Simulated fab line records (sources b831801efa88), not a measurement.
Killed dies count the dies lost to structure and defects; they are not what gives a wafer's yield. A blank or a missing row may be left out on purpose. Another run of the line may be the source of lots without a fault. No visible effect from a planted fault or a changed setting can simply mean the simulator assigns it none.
Chamber matching || flow sky130 || SKY_CONTACT_ETCH_16 on rieDiel-04: 4 sister chambers
The step etches BARC in N2/H2, stops on SiO2, time 45.9 s, target depth 60 nm. 4 wafers are shown with their chamber, then 9 later ones without.

## WAFERS PAIRED WITH THEIR CHAMBERS
{"wafer": "L086.5", "chamber": 3, "drypumpMotorCurrentA (A)": 5.8}
{"wafer": "L086.6", "chamber": 2, "drypumpMotorCurrentA (A)": 5.1}
{"wafer": "L089.4", "chamber": 0, "drypumpMotorCurrentA (A)": 5.5}
{"wafer": "L089.6", "chamber": 1, "drypumpMotorCurrentA (A)": 5.7}

## WAFERS WITH NO CHAMBER GIVEN
{"wafer": "L092.2", "drypumpMotorCurrentA (A)": 5.5}
{"wafer": "L092.5", "drypumpMotorCurrentA (A)": 5.1}
{"wafer": "L092.6", "drypumpMotorCurrentA (A)": 5.8}
{"wafer": "L093.1", "drypumpMotorCurrentA (A)": 5.8}
{"wafer": "L093.4", "drypumpMotorCurrentA (A)": 5.7}
{"wafer": "L093.5", "drypumpMotorCurrentA (A)": 5.7}
{"wafer": "L096.2", "drypumpMotorCurrentA (A)": 5.5}
{"wafer": "L096.4", "drypumpMotorCurrentA (A)": 5.0}
{"wafer": "L096.6", "drypumpMotorCurrentA (A)": 5.7}

## THE CHAMBER EACH PASSED THROUGH
{"wafer": "L092.2", "from the rows above": 0, "in truth": 0}
{"wafer": "L092.5", "from the rows above": 2, "in truth": 2}
{"wafer": "L092.6", "from the rows above": 3, "in truth": 3}
{"wafer": "L093.1", "from the rows above": 3, "in truth": 3}
{"wafer": "L093.4", "from the rows above": 1, "in truth": 1}
{"wafer": "L093.5", "from the rows above": 1, "in truth": 1}
{"wafer": "L096.2", "from the rows above": 0, "in truth": 0}
{"wafer": "L096.4", "from the rows above": 2, "in truth": 2}
{"wafer": "L096.6", "from the rows above": 1, "in truth": 1}
Placed correctly: 9 of 9. Can't be placed from these rows: 0. Wrongly placed: 0.
How it was worked out, from the rows above alone: a wafer's distance from a chamber is the root of the sum, over the readings, of the square of ((its reading less the chamber's mean) divided by the reading's scatter). If the next closest chamber is less than 2 further off than the closest, the wafer can't be placed; otherwise it belongs to the closest. Each chamber's mean is taken over the wafers shown for it. The scatter (one wafer shown for each chamber): square how far every hidden wafer sits from the nearest shown wafer, average those squares and take the square root.
